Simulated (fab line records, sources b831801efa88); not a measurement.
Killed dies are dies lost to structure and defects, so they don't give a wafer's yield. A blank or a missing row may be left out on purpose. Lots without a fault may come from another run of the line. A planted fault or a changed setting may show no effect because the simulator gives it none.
fab line records | flow gf180mcu
record lots=5 wafers=15 last_day=33
route steps=602 shown V1@339 M2@362
lots that met no fault: from a run of the same line without faults
start_h: hours from the record's first day to the start of the lot's first wafer shown | wait_h: hours since the lot's step before | " the same as in the row above | L1.1+2: a row that stands for several wafers | - no value, or no start given | * or withheld: withheld | < > ~ a bound
route shown NAME@n: a module of which the file shows steps, and the number in the route of the first | usual: mean/standard deviation of fault-free wafers | same: alike in all rows | chamber/n: place in a boat | sites: the reading at each site | _std_site: their standard deviation | _edge_site: outer sites' mean less inner sites' | radius_mm: how far each site lies from the wafer's centre | mask NAME#n: copy n | behind: the tool/chamber that last shaped the wafer | hold: why the lot was held/for how many hours/how that ended | device: the transistor (n, p or np) that didn't switch | end of line: the same wafers' tests at the end of the route | a step without rows: its recipe alone | killed: dies lost to structure and defects at the first sort, not the wafer's yield | map: a wafer's dies, x killed, . not, _ none there
set.NAME: the setting as run; set.NAME@STEP: as run at that earlier step | model.NAME: the simulator's own value behind a step, which no gauge read
lots at some steps of the route; a table a step, a row a wafer
services: from which hour (start_h, from the record's first day; less than 0 if before it) a tool's chamber was out of use, for how many hours, and why
## steps
# step GF_V1_CMP_04
# recipe material=SiO2 down_force_psi=4 platen_rpm=60 pad_velocity_m_s=0.94248
# usual motor_current_A=11.9/0.85 time_to_endpoint_s=82/6.4
# columns lot.wafer tool chamber start_h wait_h motor_current_A time_to_endpoint_s
L074.1 cmp-02 3 387.17 2.3 12.8 72
L074.5 " 2 " " 11.8 89
L074.6 " 3 " " 13.1 79
L075.1 cmp-02 2 397.00 0.1 10.8 84
L075.4 " 3 " " 12.8 83
L075.5 " 2 " " 11.2 80
L085.4 cmp-01 1 485.29 0.0 12.3 84
L085.2 " 2 " " 11.5 78
L085.3 " 3 " " 10.8 73
L092.1 cmp-02 2 545.06 0.2 10.6 84
L092.6 " 3 " " 12.9 80
L092.5 " 0 " " 12.5 86
L093.4 cmp-02 3 552.71 0.1 12.9 86
L093.1 " 1 " " 12.9 84
L093.6 " 2 " " 11.2 90
# step GF_V1_BOW_MEAS_05
# recipe mode=bow
# usual V1_BOW=81/7.3
# columns lot.wafer tool chamber start_h wait_h V1_BOW[um]
L074.1 film_metro-04 - 387.42 0.2 68
L074.5 " - " " 76
L074.6 " - " " 85
L075.1 film_metro-04 - 397.30 0.2 69
L075.4 " - " " 77
L075.5 " - " " 75
L085.2 film_metro-02 - 485.61 0.2 79
L085.3 " - " " 82
L085.4 " - " " 73
L092.1 film_metro-04 - 545.21 0.1 74
L092.5 " - " " 78
L092.6 " - " " 77
L093.1 film_metro-02 - 552.96 0.1 99
L093.4 " - " " 86
L093.6 " - " " 86
# step GF_V1_DEHYDRATE_06
# recipe temp_c=200 time_s=60
# columns lot.wafer tool chamber start_h wait_h
L074.1+5+6 litho_track-04 0 397.75 10.3
L075.1+4+5 litho_track-01 0 408.05 10.7
L085.2+3+4 litho_track-02 0 496.30 10.7
L092.1+5+6 litho_track-02 0 556.13 10.9
L093.1+4+6 litho_track-02 0 563.53 10.5
# step GF_V1_HMDS_07
# recipe prime_time_s=60 prime_temp_c=120
# same prime_time_s=60
# columns lot.wafer tool chamber start_h wait_h
L074.1+5+6 litho_track-04 0 397.90 0.1
L075.1+4+5 litho_track-01 0 408.20 0.1
L085.2+3+4 litho_track-02 0 496.45 0.1
L092.1+5+6 litho_track-02 0 556.28 0.1
L093.1+4+6 litho_track-02 0 563.68 0.1
# step GF_V1_COAT_08
# recipe resist=BARC temp_c=withheld time_s=withheld spin_rpm=withheld resist_thk_nm=withheld
# columns lot.wafer tool chamber start_h wait_h
L074.1+5+6 litho_track-04 0 398.05 0.1
L075.1+4+5 litho_track-01 0 408.35 0.1
L085.2+3+4 litho_track-02 0 496.60 0.1
L092.1+5+6 litho_track-02 0 556.43 0.1
L093.1+4+6 litho_track-02 0 563.83 0.1
# step GF_V1_COAT_09
# recipe resist=KrF spin_rpm=withheld resist_thk_nm=1000
# columns lot.wafer tool chamber start_h wait_h
L074.1+5+6 litho_track-04 0 - -
L075.1+4+5 litho_track-01 0 - -
L085.2+3+4 litho_track-02 0 - -
L092.1+5+6 litho_track-02 0 - -
L093.1+4+6 litho_track-02 0 - -
# step GF_V1_SOFTBAKE_10
# recipe temp_c=130 time_s=60 resist=KrF
# columns lot.wafer tool chamber start_h wait_h
L074.1+5+6 litho_track-04 0 - -
L075.1+4+5 litho_track-01 0 - -
L085.2+3+4 litho_track-02 0 - -
L092.1+5+6 litho_track-02 0 - -
L093.1+4+6 litho_track-02 0 - -
# step GF_V1_EXPOSE_11
# recipe mask_id=Via1 target_cd_nm=260 na=0.68 source_shape=conventional sigma_outer=0.6 dose_mj=38
# usual reticle_temp_C=22.99/0.11
# columns lot.wafer tool chamber start_h wait_h mask reticle_temp_C
L074.1 krf_scanner-01 0 - - Via1#0 22.93
L074.5 " 0 " " Via1#0 23.00
L074.6 " 0 " " Via1#0 22.89
L075.1 krf_scanner-01 0 - - Via1#0 23.07
L075.4 " 0 " " Via1#0 23.13
L075.5 " 0 " " Via1#0 23.13
L085.2 krf_scanner-02 0 - - Via1#0 22.93
L085.3 " 0 " " Via1#0 22.97
L085.4 " 0 " " Via1#0 22.94
L092.1 krf_scanner-02 0 - - Via1#0 23.07
L092.5 " 0 " " Via1#0 23.00
L092.6 " 0 " " Via1#0 23.05
L093.1 krf_scanner-01 0 - - Via1#0 23.16
L093.4 " 0 " " Via1#0 23.09
L093.6 " 0 " " Via1#0 22.93
# step GF_V1_PEB_12
# recipe peb_temp_c=135 peb_time_s=90 resist=KrF
# columns lot.wafer tool chamber start_h wait_h
L074.1+5+6 litho_track-02 0 - -
L075.1+4+5 litho_track-02 0 - -
L085.2+3+4 litho_track-02 0 - -
L092.1+5+6 litho_track-04 0 - -
L093.1+4+6 litho_track-02 0 - -
# step GF_V1_DEVELOP_13
# recipe develop_time_s=60 resist=KrF dev_temp_c=21
# columns lot.wafer tool chamber start_h wait_h
L074.1+5+6 litho_track-02 0 408.98 0.2
L075.1+4+5 litho_track-02 0 419.23 0.2
L085.2+3+4 litho_track-02 0 509.15 0.2
L092.1+5+6 litho_track-04 0 567.35 0.2
L093.1+4+6 litho_track-02 0 574.88 0.2
# step GF_V1_CD_MEAS_14
# recipe target_cd_nm=260
# usual cd_nm=259.5/1.1
# columns lot.wafer tool chamber start_h wait_h cd_nm
L074.1 cd_sem-02 - 409.13 0.1 259.2
L074.5 " - " " 259.2
L074.6 " - " " 260.7
L075.1 cd_sem-02 - 419.38 0.1 261.1
L075.4 " - " " 259.5
L075.5 " - " " 260.0
L085.2 cd_sem-01 - 509.30 0.1 258.9
L085.3 " - " " 260.4
L085.4 " - " " 258.7
L092.1 cd_sem-02 - 567.50 0.1 259.7
L092.5 " - " " 258.9
L092.6 " - " " 258.5
L093.1 cd_sem-02 - 575.03 0.1 258.7
L093.4 " - " " 259.7
L093.6 " - " " 258.4
# step GF_V1_OVL_MEAS_15
# usual V1_OVL=-4/5.2
# columns lot.wafer tool chamber start_h wait_h V1_OVL[nm]
L074.1 overlay-02 - 409.25 0.1 -11
L074.5 " - " " -16
L074.6 " - " " -4
L075.1 overlay-02 - 419.50 0.1 -2
L075.4 " - " " -4
L075.5 " - " " 0
L085.2 overlay-02 - 509.40 0.1 4
L085.3 " - " " 2
L085.4 " - " " -5
L092.1 overlay-02 - 567.62 0.1 1
L092.5 " - " " 6
L092.6 " - " " 4
L093.1 overlay-02 - 575.15 0.1 -2
L093.4 " - " " -4
L093.6 " - " " -2
# step GF_V1_ETCH_16
# recipe chemistry=N2/H2 target_depth_a=withheld overetch_a=withheld time_s=withheld target=BARC ion_energy_ev=200 source_w=500 bias_w=100 pressure_mtorr=30 n2_flow_sccm=100 h2_flow_sccm=200
# usual drypump_motor_current_A=5.7/0.48 oes_product_au=0.855/0.0049 throttle_valve_pct=13.225/0.0091
# columns lot.wafer tool chamber start_h wait_h drypump_motor_current_A oes_product_au throttle_valve_pct
L074.1 rie_diel-01 1 409.29 0.0 5.1 0.846 13.237
L074.5 " 3 " " 6.3 0.850 13.220
L074.6 " 0 " " 6.2 0.861 13.215
L075.1 rie_diel-02 2 419.54 0.0 5.2 0.859 13.218
L075.4 " 3 " " 5.8 0.852 13.233
L075.5 " 3 " " 5.8 0.850 13.224
L085.2 rie_diel-02 2 509.43 0.0 5.2 0.850 13.210
L085.3 " 3 " " 5.8 0.863 13.223
L085.4 " 1 " " 5.3 0.862 13.224
L092.1 rie_diel-02 2 567.65 0.0 5.2 0.850 13.227
L092.5 " 2 " " 5.2 0.854 13.221
L092.6 " 3 " " 5.7 0.857 13.226
L093.1 rie_diel-01 2 575.18 0.0 6.6 0.857 13.220
L093.4 " 1 " " 5.0 0.845 13.224
L093.6 " 3 " " 6.3 0.855 13.211
# step GF_V1_ETCH_17
# recipe chemistry=C4F8/O2/Ar mask_material=KrF target=SiO2 stop_on=TiN source_w=1500 bias_w=1200 pressure_mtorr=40 c4f8_flow_sccm=withheld O2_flow_sccm=6 Ar_flow_sccm=300 time_s=withheld target_depth_a=6300
# usual oes_product_au=0.856/0.0048
# columns lot.wafer tool chamber start_h wait_h oes_product_au
L074.1 rie_diel-01 1 - - 0.859
L074.5 " 3 " " 0.852
L074.6 " 0 " " 0.863
L075.1 rie_diel-02 2 - - 0.853
L075.4 " 3 " " 0.854
L075.5 " 3 " " 0.857
L085.2 rie_diel-02 2 - - 0.868
L085.3 " 3 " " 0.862
L085.4 " 1 " " 0.857
L092.1 rie_diel-02 2 - - 0.858
L092.5 " 2 " " 0.855
L092.6 " 3 " " 0.857
L093.1 rie_diel-01 2 - - 0.858
L093.4 " 1 " " 0.848
L093.6 " 3 " " 0.855
# step GF_V1_STRIP_18
# recipe chemistry=O2/N2 power_w=1400 pressure_mtorr=1500 platen_temp_c=250 o2_flow_sccm=3000 n2_flow_sccm=300 overash_fraction=0.5
# usual drypump_motor_current_A=5.6/0.35 heater_power_w=368/40 oes_product_au=0.592/0.0048
# columns lot.wafer tool chamber start_h wait_h drypump_motor_current_A heater_power_w oes_product_au rf_hours_counter_h
L074.1 plasma_asher-01 1 409.42 - 5.7 382 0.600 75
L074.5 " 1 " " 5.7 381 0.595 -
L074.6 " 0 " " 5.3 323 0.579 -
L075.1 plasma_asher-04 1 419.67 - 5.6 414 0.591 62
L075.4 " 0 " " 5.6 395 0.597 -
L075.5 " 1 " " 5.6 424 0.594 -
L085.2 plasma_asher-01 0 509.56 - 5.3 308 0.591 85
L085.3 " 1 " " 5.8 377 0.589 -
L085.4 " 0 " " 5.3 306 0.583 -
L092.1 plasma_asher-04 0 567.78 - 5.7 390 0.591 77
L092.5 " 0 " " 5.7 396 0.593 -
L092.6 " 1 " " 5.6 421 0.592 -
L093.1 plasma_asher-04 1 575.31 - 5.6 412 0.591 78
L093.4 " 0 " " 5.7 395 0.592 -
L093.6 " 0 " " 5.7 401 0.585 -
# step GF_V1_STRIP_19
# recipe chemistry=post_etch_residue_remover time_s=1200 temp_c=72.5
# usual bath_heat_duty_pct=14.4/2.5
# columns lot.wafer tool chamber start_h wait_h bath_heat_duty_pct
L074.1 wet_bench-01 2 409.52 0.1 14.1
L074.5 " 2 " " 14.2
L074.6 " 2 " " 13.8
L075.1 wet_bench-01 0 419.77 0.1 14.7
L075.4 " 0 " " 13.6
L075.5 " 0 " " 13.3
L085.2 wet_bench-01 2 509.66 0.1 13.0
L085.3 " 2 " " 13.0
L085.4 " 2 " " 13.1
L092.1 wet_bench-01 1 567.88 0.1 15.8
L092.5 " 1 " " 15.7
L092.6 " 1 " " 14.1
L093.1 wet_bench-01 0 575.41 0.1 15.3
L093.4 " 0 " " 14.4
L093.6 " 0 " " 15.6
# step GF_V1_CLEAN_20
# recipe chemistry=DIW dry=n2_spin
# columns lot.wafer tool chamber start_h wait_h
L074.1+5+6 wet_bench-04 1 409.89 0.0
L075.1+4+5 wet_bench-03 3 420.14 0.0
L085.2+3+4 wet_bench-04 3 510.04 0.0
L092.1+5+6 wet_bench-04 3 568.22 0.0
L093.1+4+6 wet_bench-04 0 575.75 0.0
# step GF_V1_SPUTTER_21
# recipe material=Ti target_thk_nm=15 chamber_pressure_pa=5 power_w=2500 substrate_temp_c=200 time_s=80.02
# usual throttle_valve_pct=30.0/0.86
# columns lot.wafer tool chamber start_h wait_h throttle_valve_pct
L074.1 pvd_sputter-04 - 409.98 0.0 28.8
L074.5 " - " " 28.7
L074.6 " - " " 29.6
L075.1 pvd_sputter-04 - 420.23 0.0 30.0
L075.4 " - " " 28.8
L075.5 " - " " 30.9
L085.2 pvd_sputter-04 - 510.14 0.0 28.7
L085.3 " - " " 31.0
L085.4 " - " " 29.8
L092.1 pvd_sputter-02 - 568.31 0.0 30.4
L092.5 " - " " 30.9
L092.6 " - " " 30.8
L093.1 pvd_sputter-04 - 575.85 0.0 31.1
L093.4 " - " " 28.5
L093.6 " - " " 29.7
# step GF_V1_SPUTTER_22
# recipe material=TiN target_thk_nm=10 chamber_pressure_pa=5 power_w=4000 time_s=40
# usual throttle_valve_pct=30.0/0.84
# columns lot.wafer tool chamber start_h wait_h throttle_valve_pct
L074.1 pvd_sputter-04 - 410.04 0.0 28.9
L074.5 " - " " 28.8
L074.6 " - " " 29.4
L075.1 pvd_sputter-04 - 420.29 0.0 29.9
L075.4 " - " " 28.7
L075.5 " - " " 31.0
L085.2 pvd_sputter-04 - 510.20 0.0 28.6
L085.3 " - " " 31.2
L085.4 " - " " 29.8
L092.1 pvd_sputter-02 - 568.38 0.0 30.2
L092.5 " - " " 30.9
L092.6 " - " " 31.0
L093.1 pvd_sputter-04 - 575.91 0.0 31.1
L093.4 " - " " 28.8
L093.6 " - " " 29.9
# step GF_V1_CVD_23
# recipe material=W target_thk_nm=350 time_s=105.05 temp_c=400 pressure_torr=40
# usual heater_power_w=939/130
# columns lot.wafer tool chamber start_h wait_h heater_power_w since_wet_clean_h
L074.1 cvd_w-01 1 410.08 0.0 1010 506
L074.5 " 1 " " 1010 -
L074.6 " 1 " " 1033 -
L075.1 cvd_w-02 0 420.33 0.0 994 16
L075.4 " 1 " " 736 -
L075.5 " 1 " " 725 -
L085.2 cvd_w-02 1 510.24 0.0 752 106
L085.3 " 1 " " 754 -
L085.4 " 0 " " 978 -
L092.1 cvd_w-02 1 568.41 0.0 743 164
L092.5 " 0 " " 978 -
L092.6 " 1 " " 726 -
L093.1 cvd_w-01 1 575.95 0.0 1054 672
L093.4 " 1 " " 1032 -
L093.6 " 0 " " 1049 -
# step GF_V1_RS_MEAS_24
# recipe thk_meas_gauge=four-point-probe reads=W_of_V1_CVD_23+TiN_of_V1_SPUTTER_22+Ti_of_V1_SPUTTER_21
# usual V1_W_RS=0.327/0.0039
# columns lot.wafer tool chamber start_h wait_h V1_W_RS[ohm/sq]
L074.1 film_metro-04 - 410.31 0.2 0.327
L074.5 " - " " 0.326
L074.6 " - " " 0.325
L075.1 film_metro-04 - 420.44 0.1 0.322
L075.4 " - " " 0.330
L075.5 " - " " 0.329
L085.2 film_metro-03 - 510.37 0.1 0.332
L085.3 " - " " 0.327
L085.4 " - " " 0.324
L092.1 film_metro-02 - 568.53 0.1 0.334
L092.5 " - " " 0.322
L092.6 " - " " 0.327
L093.1 film_metro-02 - 576.06 0.1 0.327
L093.4 " - " " 0.321
L093.6 " - " " 0.328
# step GF_V1_THK_MEAS_25
# recipe thk_meas_gauge=xrf reads=W_of_V1_CVD_23
# usual V1_W_THK=354/4.8
# columns lot.wafer tool chamber start_h wait_h V1_W_THK[nm]
L074.1 film_metro-04 - 410.43 0.1 350
L074.5 " - " " 350
L074.6 " - " " 352
L075.1 film_metro-04 - 420.56 0.1 356
L075.4 " - " " 347
L075.5 " - " " 346
L085.2 film_metro-03 - 510.48 0.1 352
L085.3 " - " " 355
L085.4 " - " " 361
L092.1 film_metro-02 - 568.65 0.1 346
L092.5 " - " " 361
L092.6 " - " " 355
L093.1 film_metro-02 - 576.18 0.1 354
L093.4 " - " " 359
L093.6 " - " " 352
# step GF_V1_CMP_26
# recipe stop_on=SiO2 down_force_psi=3.5 platen_rpm=60 t_overpolish_s=15 target_thk_nm=0 pad_velocity_m_s=0.94248
# usual motor_current_A=10.9/0.81 overpolish_run_s=15.001/0.008 time_to_endpoint_s=86/5.1
# columns lot.wafer tool chamber start_h wait_h motor_current_A overpolish_run_s time_to_endpoint_s
L074.1 cmp-02 0 410.73 0.3 11.7 14.998 90
L074.6 " 2 " " 10.4 15.015 92
L074.5 " 3 " " 11.2 15.017 86
L075.1 cmp-02 1 421.19 0.6 11.1 14.998 87
L075.4 " 3 " " 11.5 15.011 83
L075.5 " 2 " " 10.2 15.006 93
L085.3 cmp-01 1 510.53 0.0 11.1 15.001 84
L085.4 " 3 " " 9.7 15.007 74
L085.2 " 0 " " 10.0 14.994 80
L092.1 cmp-01 0 568.76 0.1 9.9 15.006 81
L092.5 " 3 " " 9.8 14.990 77
L092.6 " 0 " " 10.0 15.002 82
L093.1 cmp-02 1 576.24 0.1 11.7 14.993 84
L093.4 " 0 " " 11.1 15.007 88
L093.6 " 1 " " 11.6 15.014 85
# step GF_M2_SPUTTER_00
# recipe material=Ti target_thk_nm=37.5 arriving_ion_energy_ev=80 substrate_temp_c=200 chamber_pressure_pa=2 power_w=4000 time_s=150
# usual throttle_valve_pct=29.8/0.91
# columns lot.wafer tool chamber start_h wait_h throttle_valve_pct
L074.1 pvd_sputter-03 - 410.93 0.1 30.5
L074.5 " - " " 28.5
L074.6 " - " " 29.5
L075.1 pvd_sputter-03 - 421.49 0.2 29.2
L075.4 " - " " 28.6
L075.5 " - " " 28.3
L085.2 pvd_sputter-03 - 510.83 0.1 30.0
L085.3 " - " " 30.4
L085.4 " - " " 28.3
L092.1 pvd_sputter-04 - 569.01 0.2 28.9
L092.5 " - " " 30.9
L092.6 " - " " 29.4
L093.1 pvd_sputter-01 - 576.54 0.2 31.6
L093.4 " - " " 29.4
L093.6 " - " " 29.4
# step GF_M2_SPUTTER_01
# recipe material=TiN target_thk_nm=30 power_w=6500 time_s=25 chamber_pressure_pa=0.4
# usual throttle_valve_pct=29.8/0.91
# columns lot.wafer tool chamber start_h wait_h throttle_valve_pct
L074.1 pvd_sputter-03 - 411.03 0.1 30.2
L074.5 " - " " 28.1
L074.6 " - " " 29.4
L075.1 pvd_sputter-03 - 421.59 0.1 29.6
L075.4 " - " " 28.5
L075.5 " - " " 28.6
L085.2 pvd_sputter-03 - 510.93 0.1 30.0
L085.3 " - " " 30.5
L085.4 " - " " 28.6
L092.1 pvd_sputter-04 - 569.11 0.1 28.5
L092.5 " - " " 30.9
L092.6 " - " " 29.6
L093.1 pvd_sputter-01 - 576.64 0.1 31.8
L093.4 " - " " 29.2
L093.6 " - " " 29.4
# step GF_M2_SPUTTER_02
# recipe material=AlCu target_thk_nm=450 power_w=10600 time_s=23.9 chamber_pressure_pa=0.4
# usual throttle_valve_pct=29.8/0.9
# columns lot.wafer tool chamber start_h wait_h throttle_valve_pct
L074.1 pvd_sputter-03 - 411.06 0.0 30.5
L074.5 " - " " 28.7
L074.6 " - " " 29.0
L075.1 pvd_sputter-03 - 421.62 0.0 29.4
L075.4 " - " " 28.6
L075.5 " - " " 28.4
L085.2 pvd_sputter-03 - 510.96 0.0 30.0
L085.3 " - " " 30.2
L085.4 " - " " 28.7
L092.1 pvd_sputter-04 - 569.14 0.0 29.0
L092.5 " - " " 30.9
L092.6 " - " " 29.7
L093.1 pvd_sputter-01 - 576.67 0.0 31.7
L093.4 " - " " 29.6
L093.6 " - " " 29.3
# step GF_M2_SPUTTER_03
# recipe material=Ti target_thk_nm=10 substrate_temp_c=300 chamber_pressure_pa=0.3 power_w=3000 time_s=6.7
# usual throttle_valve_pct=29.8/0.89
# columns lot.wafer tool chamber start_h wait_h throttle_valve_pct
L074.1 pvd_sputter-03 - 411.09 0.0 30.3
L074.5 " - " " 28.5
L074.6 " - " " 29.2
L075.1 pvd_sputter-03 - 421.65 0.0 29.4
L075.4 " - " " 28.6
L075.5 " - " " 28.2
L085.2 pvd_sputter-03 - 510.99 0.0 30.1
L085.3 " - " " 30.3
L085.4 " - " " 28.2
L092.1 pvd_sputter-04 - 569.17 0.0 28.9
L092.5 " - " " 30.7
L092.6 " - " " 29.4
L093.1 pvd_sputter-01 - 576.70 0.0 31.4
L093.4 " - " " 29.4
L093.6 " - " " 29.3
# step GF_M2_SPUTTER_04
# recipe material=TiN target_thk_nm=50 power_w=6500 time_s=41.7 chamber_pressure_pa=0.4
# usual throttle_valve_pct=29.8/0.9
# columns lot.wafer tool chamber start_h wait_h throttle_valve_pct
L074.1 pvd_sputter-03 - 411.11 0.0 30.5
L074.5 " - " " 28.4
L074.6 " - " " 29.1
L075.1 pvd_sputter-03 - 421.67 0.0 29.4
L075.4 " - " " 28.6
L075.5 " - " " 28.5
L085.2 pvd_sputter-03 - 511.01 0.0 30.1
L085.3 " - " " 30.5
L085.4 " - " " 28.7
L092.1 pvd_sputter-04 - 569.19 0.0 28.4
L092.5 " - " " 31.0
L092.6 " - " " 29.5
L093.1 pvd_sputter-01 - 576.72 0.0 31.9
L093.4 " - " " 29.3
L093.6 " - " " 29.2
# step GF_M2_RS_MEAS_05
# recipe thk_meas_gauge=four-point-probe reads=TiN_of_M2_SPUTTER_04+Ti_of_M2_SPUTTER_03+AlCu_of_M2_SPUTTER_02+TiN_of_M2_SPUTTER_01+Ti_of_M2_SPUTTER_00
# usual M2_ALCU_RS=0.0695/0.001
# columns lot.wafer tool chamber start_h wait_h M2_ALCU_RS[ohm/sq]
L074.1 film_metro-04 - 411.15 0.0 0.0682
L074.5 " - " " 0.0684
L074.6 " - " " 0.0683
L075.1 film_metro-02 - 421.71 0.0 0.0696
L075.4 " - " " 0.0706
L075.5 " - " " 0.0695
L085.2 film_metro-02 - 511.07 0.0 0.0698
L085.3 " - " " 0.0688
L085.4 " - " " 0.0696
L092.1 film_metro-02 - 569.23 0.0 0.0691
L092.5 " - " " 0.0700
L092.6 " - " " 0.0683
L093.1 film_metro-01 - 576.76 0.0 0.0696
L093.4 " - " " 0.0688
L093.6 " - " " 0.0695
# step GF_M2_THK_MEAS_06
# recipe thk_meas_gauge=xrf reads=AlCu_of_M2_SPUTTER_02
# usual M2_ALCU_THK=459/7.1
# columns lot.wafer tool chamber start_h wait_h M2_ALCU_THK[nm]
L074.1 film_metro-04 - 411.27 0.1 469
L074.5 " - " " 466
L074.6 " - " " 465
L075.1 film_metro-02 - 421.83 0.1 461
L075.4 " - " " 454
L075.5 " - " " 461
L085.2 film_metro-02 - 511.18 0.1 462
L085.3 " - " " 468
L085.4 " - " " 458
L092.1 film_metro-02 - 569.35 0.1 462
L092.5 " - " " 459
L092.6 " - " " 468
L093.1 film_metro-01 - 576.88 0.1 454
L093.4 " - " " 460
L093.6 " - " " 458
# step GF_M2_DEHYDRATE_07
# recipe temp_c=200 time_s=60
# columns lot.wafer tool chamber start_h wait_h
L074.1+5+6 litho_track-01 0 423.00 11.7
L075.1+4+5 litho_track-01 0 433.50 11.7
L085.2+3+4 litho_track-01 0 522.12 10.9
L092.1+5+6 litho_track-01 0 579.65 10.3
L093.1+4+6 litho_track-02 0 586.98 10.1
# step GF_M2_HMDS_08
# recipe prime_time_s=60 prime_temp_c=120
# same prime_time_s=60
# columns lot.wafer tool chamber start_h wait_h
L074.1+5+6 litho_track-01 0 423.15 0.1
L075.1+4+5 litho_track-01 0 433.65 0.1
L085.2+3+4 litho_track-01 0 522.27 0.1
L092.1+5+6 litho_track-01 0 579.80 0.1
L093.1+4+6 litho_track-02 0 587.13 0.1
# step GF_M2_COAT_09
# recipe resist=KrF spin_rpm=withheld resist_thk_nm=1000
# columns lot.wafer tool chamber start_h wait_h
L074.1+5+6 litho_track-01 0 423.30 0.1
L075.1+4+5 litho_track-01 0 433.80 0.1
L085.2+3+4 litho_track-01 0 522.42 0.1
L092.1+5+6 litho_track-01 0 579.95 0.1
L093.1+4+6 litho_track-02 0 587.28 0.1
# step GF_M2_SOFTBAKE_10
# recipe temp_c=130 time_s=60 resist=KrF
# columns lot.wafer tool chamber start_h wait_h
L074.1+5+6 litho_track-01 0 423.45 0.1
L075.1+4+5 litho_track-01 0 433.95 0.1
L085.2+3+4 litho_track-01 0 522.57 0.1
L092.1+5+6 litho_track-01 0 580.10 0.1
L093.1+4+6 litho_track-02 0 587.43 0.1
# step GF_M2_EXPOSE_11
# recipe mask_id=Metal2 target_cd_nm=280 na=0.68 source_shape=conventional sigma_outer=0.6 dose_mj=28
# usual reticle_temp_C=23.01/0.091
# columns lot.wafer tool chamber start_h wait_h mask reticle_temp_C
L074.1 krf_scanner-02 0 - - Metal2#0 22.85
L074.5 " 0 " " Metal2#0 22.84
L074.6 " 0 " " Metal2#0 23.00
L075.1 krf_scanner-02 0 - - Metal2#0 23.11
L075.4 " 0 " " Metal2#0 23.10
L075.5 " 0 " " Metal2#0 23.04
L085.2 krf_scanner-02 0 - - Metal2#0 22.99
L085.3 " 0 " " Metal2#0 23.05
L085.4 " 0 " " Metal2#0 23.17
L092.1 krf_scanner-01 0 - - Metal2#0 23.00
L092.5 " 0 " " Metal2#0 23.10
L092.6 " 0 " " Metal2#0 23.05
L093.1 krf_scanner-02 0 - - Metal2#0 22.82
L093.4 " 0 " " Metal2#0 23.12
L093.6 " 0 " " Metal2#0 22.85
# step GF_M2_PEB_12
# recipe peb_temp_c=135 peb_time_s=90 resist=KrF
# columns lot.wafer tool chamber start_h wait_h
L074.1+5+6 litho_track-03 0 - -
L075.1+4+5 litho_track-03 0 - -
L085.2+3+4 litho_track-02 0 - -
L092.1+5+6 litho_track-02 0 - -
L093.1+4+6 litho_track-01 0 - -
# step GF_M2_DEVELOP_13
# recipe develop_time_s=60 dev_temp_c=21
# columns lot.wafer tool chamber start_h wait_h
L074.1+5+6 litho_track-03 0 435.09 0.2
L075.1+4+5 litho_track-03 0 445.89 0.2
L085.2+3+4 litho_track-02 0 534.40 0.2
L092.1+5+6 litho_track-02 0 590.18 0.2
L093.1+4+6 litho_track-01 0 598.20 0.2
# step GF_M2_CD_MEAS_14
# recipe target_cd_nm=280
# usual cd_nm=280.0/1
# columns lot.wafer tool chamber start_h wait_h cd_nm
L074.1 cd_sem-02 - 435.24 0.1 279.6
L074.5 " - " " 279.5
L074.6 " - " " 278.8
L075.1 cd_sem-01 - 446.04 0.1 278.1
L075.4 " - " " 277.1
L075.5 " - " " 278.9
L085.2 cd_sem-02 - 534.55 0.1 279.9
L085.3 " - " " 279.3
L085.4 " - " " 278.8
L092.1 cd_sem-01 - 590.33 0.1 279.6
L092.5 " - " " 280.1
L092.6 " - " " 281.0
L093.1 cd_sem-02 - 598.35 0.1 279.4
L093.4 " - " " 279.0
L093.6 " - " " 278.4
# step GF_M2_OVL_MEAS_15
# usual M2_OVL=-2/5.6
# columns lot.wafer tool chamber start_h wait_h M2_OVL[nm]
L074.1 overlay-02 - 435.36 0.1 4
L074.5 " - " " 0
L074.6 " - " " 6
L075.1 overlay-01 - 446.16 0.1 -4
L075.4 " - " " -7
L075.5 " - " " 0
L085.2 overlay-01 - 534.65 0.1 10
L085.3 " - " " 3
L085.4 " - " " 2
L092.1 overlay-02 - 590.45 0.1 -1
L092.5 " - " " 2
L092.6 " - " " -3
L093.1 overlay-02 - 598.47 0.1 -12
L093.4 " - " " -10
L093.6 " - " " -5
# step GF_M2_METAL_ETCH_16
# recipe chemistry=Cl2/BCl3 mask_material=KrF target_depth_nm=627.5 stop_on=SiO2 pressure_mtorr=8 icp_w=800 bias_w=140 Cl2_flow_sccm=80 bcl3_flow_sccm=40 time_s=104.6
# usual drypump_motor_current_A=5.6/0.38 oes_product_au=0.971/0.0077 throttle_valve_pct=28.250/0.011
# columns lot.wafer tool chamber start_h wait_h drypump_motor_current_A oes_product_au rf_hours_counter_h throttle_valve_pct
L074.1 rie_metal-04 1 435.40 0.0 6.1 0.981 10 28.235
L074.5 " 0 " " 5.5 0.980 - 28.240
L074.6 " 1 " " 6.1 0.976 - 28.245
L075.1 rie_metal-04 1 446.20 0.0 6.1 0.977 10 28.238
L075.4 " 0 " " 5.5 0.963 - 28.250
L075.5 " 0 " " 5.5 0.977 - 28.225
L085.2 rie_metal-04 0 534.68 0.0 5.5 0.975 2 28.246
L085.3 " 1 " " 6.1 0.978 - 28.242
L085.4 " 0 " " 5.5 0.969 - 28.241
L092.1 rie_metal-02 0 590.48 0.0 5.3 0.976 8 28.240
L092.5 " 1 " " 6.1 0.968 - 28.247
L092.6 " 0 " " 5.3 0.976 - 28.250
L093.1 rie_metal-02 0 598.51 0.0 5.3 0.975 8 28.231
L093.4 " 0 " " 5.3 0.976 - 28.251
L093.6 " 1 " " 6.1 0.972 - 28.253
## services
# columns tool chamber start_h hours kind
rie_diel-02 - 366.46 1.9 repair
krf_scanner-02 - 370.25 0.6 repair
rie_diel-02 - 375.28 0.4 repair
cmp-02 - 375.35 6.4 repair
krf_scanner-02 - 378.89 1.3 pm
krf_scanner-02 - 398.49 0.8 pm
krf_scanner-02 - 402.11 1.0 pm
rie_diel-01 - 410.62 0.6 repair
krf_scanner-02 - 414.78 7.1 repair
krf_scanner-02 - 443.42 0.4 repair
krf_scanner-02 - 462.97 3.9 repair
cmp-02 - 466.69 4.6 pm
cmp-02 - 474.07 2.8 repair
cmp-02 - 490.67 0.7 repair
pvd_sputter-03 - 500.86 0.6 repair
cmp-02 - 515.05 6.5 pm
pvd_sputter-03 - 532.68 7.4 repair
krf_scanner-02 - 552.66 0.6 repair
krf_scanner-02 - 554.79 1.3 pm
krf_scanner-02 - 567.29 0.8 pm
cmp-02 - 568.52 2.3 repair
krf_scanner-02 - 571.11 1.0 pm
cmp-02 - 572.09 4.0 pm
pvd_sputter-01 - 584.54 2.1 repair
## key
fault none
